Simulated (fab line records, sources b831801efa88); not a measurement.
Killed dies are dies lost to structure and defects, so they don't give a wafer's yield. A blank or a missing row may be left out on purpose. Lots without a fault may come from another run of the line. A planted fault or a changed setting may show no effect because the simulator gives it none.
fab line records | flow sky130
record lots=6 wafers=18 last_day=50
route steps=708 shown METAL3@532 CAPM@537 PAD_OPEN@708
lots that met no fault: from a run of the same line without faults
start_h: hours from the record's first day to the start of the lot's first wafer shown | wait_h: hours since the lot's step before | " the same as in the row above | L1.1+2: a row that stands for several wafers | - no value, or no start given | * or withheld: withheld | < > ~ a bound
route shown NAME@n: a module of which the file shows steps, and the number in the route of the first | usual: mean/standard deviation of fault-free wafers | same: alike in all rows | chamber/n: place in a boat | sites: the reading at each site | _std_site: their standard deviation | _edge_site: outer sites' mean less inner sites' | radius_mm: how far each site lies from the wafer's centre | mask NAME#n: copy n | behind: the tool/chamber that last shaped the wafer | hold: why the lot was held/for how many hours/how that ended | device: the transistor (n, p or np) that didn't switch | end of line: the same wafers' tests at the end of the route | a step without rows: its recipe alone | killed: dies lost to structure and defects at the first sort, not the wafer's yield | map: a wafer's dies, x killed, . not, _ none there
set.NAME: the setting as run; set.NAME@STEP: as run at that earlier step | model.NAME: the simulator's own value behind a step, which no gauge read
lots at some steps of the route; a table a step, a row a wafer
services: from which hour (start_h, from the record's first day; less than 0 if before it) a tool's chamber was out of use, for how many hours, and why
## steps
# step SKY_METAL3_SPUTTER_00
# recipe material=Ti target_thk_nm=15 power_w=3000 time_s=10 chamber_pressure_pa=0.4
# usual throttle_valve_pct=30.4/0.88
# columns lot.wafer tool chamber start_h wait_h throttle_valve_pct
L191.3 pvd_sputter-01 - 863.98 0.2 31.2
L191.4 " - " " 29.5
L191.6 " - " " 31.8
L197.2 pvd_sputter-04 - 907.26 0.2 30.8
L197.3 " - " " 31.2
L197.5 " - " " 31.5
L203.1 pvd_sputter-02 - 961.68 0.1 30.0
L203.4 " - " " 30.8
L203.5 " - " " 31.0
L205.2 pvd_sputter-02 - 965.63 0.2 30.2
L205.3 " - " " 31.0
L205.5 " - " " 29.7
L206.1 pvd_sputter-02 - 977.55 0.2 29.3
L206.2 " - " " 30.6
L206.3 " - " " 31.1
L212.1 pvd_sputter-04 - 1017.28 0.2 31.4
L212.2 " - " " 31.0
L212.5 " - " " 31.5
# step SKY_METAL3_SPUTTER_01
# recipe material=TiN target_thk_nm=20 power_w=6500 time_s=16.7 chamber_pressure_pa=0.4
# step SKY_METAL3_SPUTTER_02
# recipe material=AlCu target_thk_nm=735 power_w=10600 time_s=39.1 chamber_pressure_pa=0.4
# usual throttle_valve_pct=30.4/0.9
# columns lot.wafer tool chamber start_h wait_h throttle_valve_pct
L191.3 pvd_sputter-01 - 864.03 0.0 31.3
L191.4 " - " " 29.4
L191.6 " - " " 31.4
L197.2 pvd_sputter-04 - 907.30 0.0 30.9
L197.3 " - " " 31.2
L197.5 " - " " 31.4
L203.1 pvd_sputter-02 - 961.73 0.0 30.2
L203.4 " - " " 30.6
L203.5 " - " " 30.9
L205.2 pvd_sputter-02 - 965.68 0.0 30.2
L205.3 " - " " 31.3
L205.5 " - " " 30.0
L206.1 pvd_sputter-02 - 977.59 0.0 29.3
L206.2 " - " " 30.7
L206.3 " - " " 31.1
L212.1 pvd_sputter-04 - 1017.32 0.0 31.3
L212.2 " - " " 31.0
L212.5 " - " " 31.2
# step SKY_METAL3_SPUTTER_03
# recipe material=Ti target_thk_nm=5 power_w=3000 time_s=3.3 chamber_pressure_pa=0.4
# usual throttle_valve_pct=30.4/0.89
# columns lot.wafer tool chamber start_h wait_h throttle_valve_pct
L191.3 pvd_sputter-01 - 864.07 0.0 31.6
L191.4 " - " " 29.6
L191.6 " - " " 31.5
L197.2 pvd_sputter-04 - 907.34 0.0 30.9
L197.3 " - " " 31.4
L197.5 " - " " 31.2
L203.1 pvd_sputter-02 - 961.77 0.0 29.9
L203.4 " - " " 30.8
L203.5 " - " " 31.2
L205.2 pvd_sputter-02 - 965.72 0.0 30.2
L205.3 " - " " 31.1
L205.5 " - " " 30.2
L206.1 pvd_sputter-02 - 977.63 0.0 29.2
L206.2 " - " " 30.6
L206.3 " - " " 31.3
L212.1 pvd_sputter-04 - 1017.36 0.0 31.4
L212.2 " - " " 30.8
L212.5 " - " " 31.3
# step SKY_METAL3_SPUTTER_04
# recipe material=TiN target_thk_nm=70 power_w=6500 time_s=58.3 chamber_pressure_pa=0.4
# usual throttle_valve_pct=30.4/0.89
# columns lot.wafer tool chamber start_h wait_h throttle_valve_pct
L191.3 pvd_sputter-01 - 864.09 0.0 31.2
L191.4 " - " " 29.5
L191.6 " - " " 31.3
L197.2 pvd_sputter-04 - 907.36 0.0 30.8
L197.3 " - " " 31.5
L197.5 " - " " 31.2
L203.1 pvd_sputter-02 - 961.79 0.0 30.1
L203.4 " - " " 30.9
L203.5 " - " " 31.0
L205.2 pvd_sputter-02 - 965.74 0.0 30.3
L205.3 " - " " 31.1
L205.5 " - " " 30.1
L206.1 pvd_sputter-02 - 977.65 0.0 29.7
L206.2 " - " " 30.7
L206.3 " - " " 31.0
L212.1 pvd_sputter-04 - 1017.38 0.0 31.1
L212.2 " - " " 30.8
L212.5 " - " " 31.4
# step SKY_CAPM_CVD_00
# recipe material=SiO2 target_thk_nm=15.5 temp_c=400 time_s=withheld rf_w=450
# usual heater_power_w=707/87
# columns lot.wafer tool chamber start_h wait_h heater_power_w
L191.3 pecvd-02 1 864.14 0.0 689
L191.4 " 1 " " 707
L191.6 " 0 " " 715
L197.2 pecvd-01 2 907.41 0.0 828
L197.3 " 1 " " 660
L197.5 " 1 " " 668
L203.1 pecvd-01 1 961.84 0.0 596
L203.4 " 2 " " 743
L203.5 " 1 " " 606
L205.2 pecvd-02 2 965.79 0.0 735
L205.3 " 0 " " 583
L205.5 " 2 " " 744
L206.1 pecvd-03 2 977.70 0.0 737
L206.2 " 1 " " 774
L206.3 " 0 " " 902
L212.1 pecvd-03 2 1017.43 0.0 824
L212.2 " 0 " " 813
L212.5 " 1 " " 865
# step SKY_CAPM_THK_MEAS_01
# recipe reads=SiO2_of_CAPM_CVD_00
# usual CAPM_CVD_00_THK=15.53/0.21
# columns lot.wafer tool chamber start_h wait_h CAPM_CVD_00_THK[nm]
L191.3 film_metro-02 - 864.18 - 15.43
L191.4 " - " " 15.59
L191.6 " - " " 15.59
L197.2 film_metro-02 - 907.44 - 15.60
L197.3 " - " " 15.42
L197.5 " - " " 15.84
L203.1 film_metro-03 - 961.86 - 15.64
L203.4 " - " " 15.83
L203.5 " - " " 15.72
L205.2 film_metro-02 - 965.82 - 15.29
L205.3 " - " " 15.48
L205.5 " - " " 15.60
L206.1 film_metro-02 - 977.72 - 15.57
L206.2 " - " " 15.27
L206.3 " - " " 15.35
L212.1 film_metro-01 - 1017.45 - 15.62
L212.2 " - " " 15.62
L212.5 " - " " 15.67
# step SKY_CAPM_SPUTTER_02
# recipe material=TiN target_thk_nm=200 temp_c=300 power_w=6500 time_s=166.7 chamber_pressure_pa=0.4
# step SKY_CAPM_RS_MEAS_03
# recipe thk_meas_gauge=four-point-probe reads=TiN_of_CAPM_SPUTTER_02
# usual CAPM_TIN_RS=6.92/0.077
# columns lot.wafer tool chamber start_h wait_h CAPM_TIN_RS[ohm/sq]
L191.3 film_metro-01 - 864.37 0.1 6.83
L191.4 " - " " 6.82
L191.6 " - " " 6.87
L197.2 film_metro-01 - 907.62 0.1 6.79
L197.3 " - " " 6.82
L197.5 " - " " 6.70
L203.1 film_metro-02 - 962.03 0.1 6.95
L203.4 " - " " 6.86
L203.5 " - " " 6.91
L205.2 film_metro-02 - 966.00 0.1 6.91
L205.3 " - " " 6.86
L205.5 " - " " 6.86
L206.1 film_metro-01 - 977.89 0.1 6.97
L206.2 " - " " 6.93
L206.3 " - " " 6.95
L212.1 film_metro-03 - 1017.62 0.1 6.80
L212.2 " - " " 6.86
L212.5 " - " " 6.86
# step SKY_CAPM_THK_MEAS_04
# recipe thk_meas_gauge=xrf reads=TiN_of_CAPM_SPUTTER_02
# usual CAPM_TIN_THK=199.8/2.5
# columns lot.wafer tool chamber start_h wait_h CAPM_TIN_THK[nm]
L191.3 film_metro-01 - 864.47 0.1 203.4
L191.4 " - " " 204.2
L191.6 " - " " 201.3
L197.2 film_metro-01 - 907.73 0.1 203.2
L197.3 " - " " 202.4
L197.5 " - " " 204.9
L203.1 film_metro-02 - 962.15 0.1 199.0
L203.4 " - " " 201.7
L203.5 " - " " 199.1
L205.2 film_metro-02 - 966.11 0.1 200.9
L205.3 " - " " 201.1
L205.5 " - " " 201.5
L206.1 film_metro-01 - 978.01 0.1 199.6
L206.2 " - " " 199.2
L206.3 " - " " 199.9
L212.1 film_metro-03 - 1017.74 0.1 203.3
L212.2 " - " " 200.8
L212.5 " - " " 202.0
# step SKY_CAPM_DEHYDRATE_05
# recipe temp_c=200 time_s=60
# step SKY_CAPM_HMDS_06
# recipe prime_time_s=60 prime_temp_c=120
# step SKY_CAPM_COAT_07
# recipe resist=NOVOLAK spin_rpm=3000 resist_thk_nm=1140
# usual spin_speed_rpm=2999.8/2
# columns lot.wafer tool chamber start_h wait_h spin_speed_rpm model.NOVOLAK_of_CAPM_COAT_07.thk_nm
L191.3 litho_track-04 0 877.52 0.1 3001.0 1148
L191.4 " 0 " " 3003.1 1149
L191.6 " 0 " " 3003.5 1146
L197.2 litho_track-02 0 919.85 0.1 2999.8 1144
L197.3 " 0 " " 3001.3 1145
L197.5 " 0 " " 2998.2 1142
L203.1 litho_track-02 0 973.88 0.1 3214.7 1101
L203.4 " 0 " " 3212.4 1102
L203.5 " 0 " " 3216.3 1101
L205.2 litho_track-02 0 978.15 0.1 3215.2 1102
L205.3 " 0 " " 3217.1 1103
L205.5 " 0 " " 3209.7 1106
L206.1 litho_track-03 0 988.97 0.1 2998.9 1134
L206.2 " 0 " " 3002.8 1137
L206.3 " 0 " " 3003.3 1140
L212.1 litho_track-04 0 1029.27 0.1 2999.7 1142
L212.2 " 0 " " 2999.7 1142
L212.5 " 0 " " 3001.1 1144
# step SKY_CAPM_SOFTBAKE_08
# recipe temp_c=90 time_s=60 resist=NOVOLAK
# step SKY_CAPM_EXPOSE_09
# recipe mask_id=CAPM na=0.6 source_shape=conventional sigma_outer=0.6 polarization=unpolarized target_cd_nm=1000 dose_mj=159
# step SKY_CAPM_PEB_10
# recipe temp_c=withheld time_s=* resist=NOVOLAK
# step SKY_CAPM_DEVELOP_11
# recipe resist=NOVOLAK developer=TMAH develop_time_s=60 dev_temp_c=23
# step SKY_CAPM_OVL_MEAS_12
# usual CAPM_OVL=-0.2/1.6
# columns lot.wafer tool chamber start_h wait_h CAPM_OVL[nm]
L191.3 overlay-02 - 890.28 0.1 -1.0
L191.4 " - " " -1.9
L191.6 " - " " -1.1
L197.2 overlay-02 - 932.57 0.1 1.5
L197.3 " - " " 0.5
L197.5 " - " " 1.7
L203.1 overlay-01 - 985.68 0.1 -2.6
L203.4 " - " " -2.7
L203.5 " - " " -1.0
L205.2 overlay-01 - 989.57 0.1 -1.6
L205.3 " - " " -0.3
L205.5 " - " " -1.2
L206.1 overlay-01 - 1001.62 0.1 -3.5
L206.2 " - " " -2.2
L206.3 " - " " -2.6
L212.1 overlay-02 - 1039.97 0.1 1.2
L212.2 " - " " 1.8
L212.5 " - " " -0.1
# step SKY_CAPM_METAL_ETCH_13
# recipe target_depth_nm=220 stop_on=SiO2 chemistry=Cl2/BCl3 target=TiN pressure_mtorr=10 icp_w=900 bias_w=48.5 Cl2_flow_sccm=60 bcl3_flow_sccm=30 time_s=65.24
# usual bcl3_flow_sccm=30.02/0.09 drypump_motor_current_A=5.9/0.55 he_backside_leak_sccm=3.30/0.28 oes_product_au=0.933/0.0097 throttle_valve_pct=21.905/0.011
# columns lot.wafer tool chamber start_h wait_h bcl3_flow_sccm drypump_motor_current_A he_backside_leak_sccm oes_product_au rf_hours_counter_h throttle_valve_pct model.NOVOLAK_of_CAPM_COAT_07.thk_nm
L191.3 rie_metal-01 0 890.33 0.0 30.12 6.3 3.35 0.940 - 21.927 996.7
L191.4 " 1 " " 30.09 5.4 3.01 0.946 - 21.899 999.2
L191.6 " 1 " " 29.97 5.4 3.06 0.934 - 21.905 994.5
L197.2 rie_metal-02 0 932.60 0.0 29.94 6.2 3.57 0.945 7 21.903 992
L197.3 " 0 " " 29.98 6.2 3.25 0.946 - 21.891 991.7
L197.5 " 1 " " 30.01 5.6 3.44 0.962 - 21.881 989.7
L203.1 rie_metal-03 0 985.71 0.0 29.90 5.1 3.02 0.936 0 21.918 946.4
L203.4 " 0 " " 29.89 5.1 2.77 0.944 - 21.895 948.5
L203.5 " 1 " " 29.99 6.8 2.94 0.939 - 21.899 949.7
L205.2 rie_metal-01 0 989.60 0.0 30.06 6.4 3.22 0.917 14 21.922 951.2
L205.3 " 1 " " 29.96 5.4 3.00 0.923 - 21.905 951.9
L205.5 " 1 " " 30.01 5.4 3.29 0.924 - 21.923 954
L206.1 rie_metal-01 1 1001.65 0.0 30.18 5.4 3.11 0.927 7 21.910 982.2
L206.2 " 0 " " 30.03 6.4 3.19 0.932 14 21.912 987.2
L206.3 " 0 " " 29.86 6.4 3.25 0.939 - 21.907 990.5
L212.1 rie_metal-02 0 1040.00 0.0 29.98 6.2 3.55 0.945 13 21.904 989.1
L212.2 " 1 " " 29.88 5.6 3.18 0.951 11 21.884 989.6
L212.5 " 0 " " 30.01 6.2 3.68 0.937 - 21.890 990.6
# step SKY_CAPM_STRIP_14
# recipe chemistry=O2/N2 power_w=1400 pressure_mtorr=1500 platen_temp_c=withheld o2_flow_sccm=3000 n2_flow_sccm=300 overash_fraction=0.5
# usual drypump_motor_current_A=5.9/0.47 oes_product_au=0.710/0.0048 strip_time_to_endpoint_s=12.62/0.053
# columns lot.wafer tool chamber start_h wait_h drypump_motor_current_A oes_product_au rf_hours_counter_h strip_time_to_endpoint_s
L191.3 plasma_asher-03 1 890.42 0.1 5.8 0.712 - 12.70
L191.4 " 0 " " 6.8 0.700 - 12.72
L191.6 " 0 " " 6.8 0.710 - 12.66
L197.2 plasma_asher-04 0 932.68 0.1 5.3 0.707 111 12.65
L197.3 " 1 " " 5.9 0.715 - 12.65
L197.5 " 0 " " 5.4 0.707 - 12.61
L203.1 plasma_asher-01 1 985.79 0.1 5.8 0.703 85 12.11
L203.4 " 0 " " 5.5 0.711 - 12.14
L203.5 " 1 " " 5.8 0.715 - 12.16
L205.2 plasma_asher-03 1 989.70 0.1 5.8 0.714 56 12.17
L205.3 " 0 " " 6.7 0.713 - 12.16
L205.5 " 0 " " 6.8 0.714 - 12.20
L206.1 plasma_asher-01 0 1001.73 0.1 5.5 0.712 87 12.53
L206.2 " 1 " " 5.7 0.706 87 12.58
L206.3 " 0 " " 5.5 0.713 - 12.61
L212.1 plasma_asher-04 0 1040.08 0.1 5.3 0.706 121 12.61
L212.2 " 1 " " 5.9 0.707 121 12.60
L212.5 " 0 " " 5.3 0.707 - 12.63
# step SKY_CAPM_STRIP_15
# recipe chemistry=post_etch_residue_remover time_s=1200 temp_c=72.5
# step SKY_PAD_OPEN_PROBE_99
# usual defect_limited_yield=82.6/1.7 killed_at_M0_to_M3=43/6.5 killed_at_M4_up=3.2/1.9 killed_at_contacts=25/5.5 killed_at_front_end=14/4.2 killed_at_other=0.2/0.44 killed_dies=85/8.5 killed_on_rim=16/3.3 killed_open=47/7 killed_short=39/6.3 sort_bin_3_pad_short=0.9/0.46 sort_bin_5_function=10.3/1.4 sort_bin_6_memory=6.2/1.2 sort_n_pass=407/8.5 sort_yield_pct=82.6/1.7
# same gross_dies=492 killed_at_back_side=0 sort_bin_4_leakage[%]=0 sort_bin_8_speed[%]=0
# columns lot.wafer tool chamber start_h wait_h defect_limited_yield[%] killed_at_M0_to_M3 killed_at_M4_up killed_at_contacts killed_at_front_end killed_at_other killed_dies killed_on_rim killed_open killed_short sort_bin_3_pad_short[%] sort_bin_5_function[%] sort_bin_6_memory[%] sort_n_pass sort_yield_pct[%]
L203.1 prober-01 - 1165.48 0.1 82.7 51 5 19 10 0 85 14 47 38 0.4 10.8 6.1 407 82.7
L203.4 prober-01 - 1165.63 0.2 81.9 55 2 21 11 0 89 19 42 47 1.0 11.6 5.5 403 81.9
L203.5 prober-01 - 1165.68 0.2 81.1 51 6 23 13 0 93 17 53 40 0.8 10.8 7.3 399 81.1
L205.2 prober-01 - 1171.50 0.1 83.5 41 6 18 15 1 81 13 52 29 0.2 10.2 6.1 411 83.5
L205.3 prober-01 - 1171.55 0.2 81.7 43 4 20 22 1 90 22 49 41 1.2 10.6 6.5 402 81.7
L205.5 prober-01 - 1171.65 0.2 82.3 50 0 23 13 1 87 19 46 41 1.0 8.1 8.5 405 82.3
L206.1 prober-02 - 1178.40 0.1 81.1 44 4 27 18 0 93 18 50 43 1.2 10.6 7.1 399 81.1
L206.2 prober-02 - 1178.45 0.1 82.9 44 1 25 14 0 84 17 41 43 0.8 11.2 5.1 408 82.9
L206.3 prober-02 - 1178.50 0.2 81.1 40 1 37 15 0 93 17 51 42 1.8 12.4 4.7 399 81.1
L212.1 prober-02 - 1205.75 0.1 85.0 40 1 23 10 0 74 16 43 31 0.6 10.0 4.5 418 85.0
L212.2 prober-02 - 1205.80 0.1 81.9 44 2 30 13 0 89 14 35 54 1.0 12.6 4.5 403 81.9
L212.5 prober-02 - 1205.95 0.2 79.9 35 5 37 21 1 99 23 49 50 1.4 12.2 6.5 393 79.9
# killed by level:class
L203.1 VIA1:geometric_particle:open=20 VIA2:geometric_particle:open=9 CONTACT:geometric_particle:open=7 METAL1:geometric_particle:short=6 VIA2:geometric_particle:short=5 CONTACT:geometric_particle:short=4 VIA1:geometric_particle:short=4 METAL4:geometric_particle:short=4
L203.4 VIA1:geometric_particle:open=13 VIA1:geometric_particle:short=10 CONTACT:geometric_particle:open=9 METAL1:geometric_particle:short=9 VIA2:geometric_particle:open=6 CONTACT:geometric_particle:short=5 FIELD_ISO:geometric_particle:short=4 LI_CONTACT:geometric_particle:open=4
L203.5 VIA1:geometric_particle:open=19 CONTACT:geometric_particle:open=8 LOCAL_INTERCONNECT:geometric_particle:short=6 VIA1:geometric_particle:short=6 FIELD_ISO:geometric_particle:open=5 LI_CONTACT:geometric_particle:open=5 METAL4:geometric_particle:short=5 VIA2:geometric_particle:open=5
L205.2 VIA1:geometric_particle:open=15 CONTACT:geometric_particle:open=13 VIA2:geometric_particle:open=6 METAL2:geometric_particle:short=5 POLY_GATE:geometric_particle:short=4 POLY_GATE:geometric_particle:open=4 VIA3:geometric_particle:open=4 METAL4:geometric_particle:short=4
L205.3 VIA1:geometric_particle:open=11 CONTACT:geometric_particle:open=8 VIA1:geometric_particle:short=8 POLY_GATE:geometric_particle:short=7 LI_CONTACT:geometric_particle:open=6 VIA2:geometric_particle:open=6 VIA3:geometric_particle:open=5 FIELD_ISO:geometric_particle:open=4
L205.5 CONTACT:geometric_particle:open=10 VIA1:geometric_particle:open=10 METAL2:geometric_particle:short=7 METAL1:geometric_particle:short=7 LOCAL_INTERCONNECT:geometric_particle:short=6 VIA2:geometric_particle:open=5 VIA3:geometric_particle:open=5 POLY_GATE:geometric_particle:short=4
L206.1 CONTACT:geometric_particle:open=12 CONTACT:geometric_particle:short=10 VIA3:geometric_particle:open=8 FIELD_ISO:geometric_particle:open=6 VIA1:geometric_particle:open=6 VIA2:geometric_particle:short=5 FIELD_ISO:geometric_particle:short=4 METAL1:geometric_particle:open=4
L206.2 CONTACT:geometric_particle:open=13 METAL2:geometric_particle:short=7 VIA1:geometric_particle:short=6 VIA2:geometric_particle:short=6 VIA1:geometric_particle:open=6 FIELD_ISO:geometric_particle:short=5 VIA3:geometric_particle:open=5 METAL1:geometric_particle:short=4
L206.3 CONTACT:geometric_particle:open=13 CONTACT:geometric_particle:short=11 VIA1:geometric_particle:open=10 LOCAL_INTERCONNECT:geometric_particle:short=7 VIA1:geometric_particle:short=7 METAL2:geometric_particle:short=7 POLY_GATE:geometric_particle:open=6 VIA2:geometric_particle:open=6
L212.1 CONTACT:geometric_particle:open=9 VIA2:geometric_particle:open=8 METAL1:geometric_particle:short=8 VIA1:geometric_particle:open=8 CONTACT:geometric_particle:short=6 VIA3:geometric_particle:open=5 POLY_GATE:geometric_particle:open=3 LI_CONTACT:geometric_particle:open=3
L212.2 METAL1:geometric_particle:short=14 CONTACT:geometric_particle:open=12 METAL2:geometric_particle:short=7 VIA1:geometric_particle:open=7 LI_CONTACT:geometric_particle:short=5 CONTACT:geometric_particle:short=5 FIELD_ISO:geometric_particle:short=4 FIELD_ISO:geometric_particle:open=4
L212.5 CONTACT:geometric_particle:open=19 VIA1:geometric_particle:open=8 VIA1:geometric_particle:short=7 POLY_GATE:geometric_particle:short=6 FIELD_ISO:geometric_particle:short=5 LI_CONTACT:geometric_particle:short=5 LI_CONTACT:geometric_particle:open=5 LOCAL_INTERCONNECT:geometric_particle:short=5
## services
# columns tool chamber start_h hours kind
plasma_asher-01 - 851.04 1.6 repair
pvd_sputter-02 1 853.40 - consumable_replace:kit
pvd_sputter-02 1 853.40 18.0 scheduled_down
pvd_sputter-02 1 853.40 18.0 vent_cycle
pvd_sputter-04 0 866.19 - consumable_replace:kit
pvd_sputter-04 0 866.19 18.0 scheduled_down
plasma_asher-04 - 866.52 2.8 pm
pecvd-02 - 869.14 2.4 repair
pvd_sputter-04 - 873.00 7.7 repair
rie_metal-01 - 875.60 3.3 repair
pecvd-02 2 886.65 7.7 repair
pecvd-01 - 898.41 2.0 repair
pecvd-01 - 904.41 2.8 pm
plasma_asher-01 - 905.07 11.0 repair
pecvd-03 - 940.24 28.1 pm
rie_metal-03 - 947.14 0.7 repair
plasma_asher-04 - 956.04 5.2 repair
plasma_asher-01 - 977.57 0.7 repair
plasma_asher-01 - 987.59 0.6 repair
rie_metal-01 0 994.28 6.7 repair
pecvd-02 1 994.35 11.6 repair
pvd_sputter-02 0 1008.38 - consumable_replace:kit
pvd_sputter-02 0 1008.38 18.0 scheduled_down
pvd_sputter-02 0 1008.38 18.0 vent_cycle
## key
first_sign step=SKY_CAPM_COAT_07 reading=spin_speed_rpm direction=up sigmas=99+ usual=2999.8 struck=3214.2
effect step=SKY_CAPM_STRIP_14 reading=strip_time_to_endpoint_s direction=down sigmas=8.7 usual=* struck=*
model_effect step=SKY_CAPM_COAT_07 value=NOVOLAK_of_CAPM_COAT_07.thk_nm without=1142 struck=1103
model_effect step=SKY_CAPM_METAL_ETCH_13 value=NOVOLAK_of_CAPM_COAT_07.thk_nm without=989.4 struck=950.3
met_at SKY_CAPM_COAT_07
struck_wafers L203.1,L203.4,L203.5,L205.2,L205.3,L205.5
onset_between 919.85 973.88
fault kind=process_parameter_drift tool=litho_track-02 chamber=- onset_h=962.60 steps=SKY_CAPM_COAT_07 channel=spin_rpm offset=216.49 shape=step end_h=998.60 acts_in=these_recipes_only stated=3000
